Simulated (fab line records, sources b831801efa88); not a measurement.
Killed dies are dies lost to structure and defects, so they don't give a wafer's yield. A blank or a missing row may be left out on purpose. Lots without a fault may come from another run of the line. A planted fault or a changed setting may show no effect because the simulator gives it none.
Which tool did it? | flow gf180mcu | 6 lots, 17 wafers sampled, at 5 steps of a route of 602

WHAT THE GAUGES READ, wafer by wafer
GF_M5_OVL_MEAS_08.
lot  | measured     | on         | M5_OVL (nm)
L265 | day 26 16:42 | overlay-02 | 4 3 1
L267 | day 27 10:22 | overlay-01 | 0 -5 2
L271 | day 28 18:36 | overlay-01 | 11 1 3
L279 | day 31 02:18 | overlay-02 | 1 7
L284 | day 32 02:00 | overlay-01 | -3 7 0
L287 | day 33 05:08 | overlay-01 | 9 7 4

WHICH TOOL RAN EACH LOT (tool, then ch and the chambers of the sampled wafers, then the start)
lot  | GF_MIM_SPUTTER_02            | GF_MIM_COAT_14                    | GF_MIM_METAL_ETCH_19              | GF_MIM_STRIP_20
L265 | pvd_sputter-04, day 24 21:59 | litho_track-02 ch 0, day 25 08:25 | rie_metal-04 ch 0,1, day 25 19:25 | plasma_asher-02 ch 0,1, day 25 19:30
L267 | pvd_sputter-04, day 25 16:50 | litho_track-04 ch 0, day 26 02:03 | rie_metal-02 ch 0,1, day 26 13:21 | plasma_asher-04 ch 0,1, day 26 13:25
L271 | pvd_sputter-04, day 27 02:46 | litho_track-02 ch 0, day 27 13:13 | rie_metal-02 ch 0,1, day 27 22:33 | plasma_asher-02 ch 1, day 27 22:37
L279 | pvd_sputter-02, day 29 13:32 | litho_track-02 ch 0, day 29 22:43 | rie_metal-02 ch 0,1, day 30 08:00 | plasma_asher-02 ch 0, day 30 08:04
L284 | pvd_sputter-04, day 30 13:28 | litho_track-01 ch 0, day 30 23:21 | rie_metal-03 ch 0,1, day 31 07:52 | plasma_asher-03 ch 1, day 31 07:56
L287 | pvd_sputter-01, day 31 18:35 | litho_track-01 ch 0, day 32 03:00 | rie_metal-02 ch 0,1, day 32 11:31 | plasma_asher-02 ch 0,1, day 32 11:35
- GF_MIM_SPUTTER_02: material AlCu, target thk 450 nm, time 23.9 s.
- GF_MIM_COAT_14: resist thk 1000 nm.
- GF_MIM_METAL_ETCH_19: etches the open film in Cl2/BCl3, stops on Si3N4, target depth 324.5 nm, time 54.1 s.
- GF_MIM_STRIP_20: strips in O2/N2.

THE ANSWER, worked out from the rows above alone
Rule: what is usual is taken from the lots themselves. Put in order of their means at a reading, lots are off if they are a third of the lots or fewer, leave a main group of 4 or more, and stand apart from it by a gap of 3 or more times the standard deviation of the main group's means; of several such gaps the widest counts. A main group whose means are all the same, to the digits that the tables above print for the reading, isn't used. A lot without any number at a reading at which 4 lots or more have one is off too. The other lots that the step has rows for count as sound.
No lot is off at any reading shown: from this, nothing can be told.

WHAT THE SIMULATOR HAD PUT IN
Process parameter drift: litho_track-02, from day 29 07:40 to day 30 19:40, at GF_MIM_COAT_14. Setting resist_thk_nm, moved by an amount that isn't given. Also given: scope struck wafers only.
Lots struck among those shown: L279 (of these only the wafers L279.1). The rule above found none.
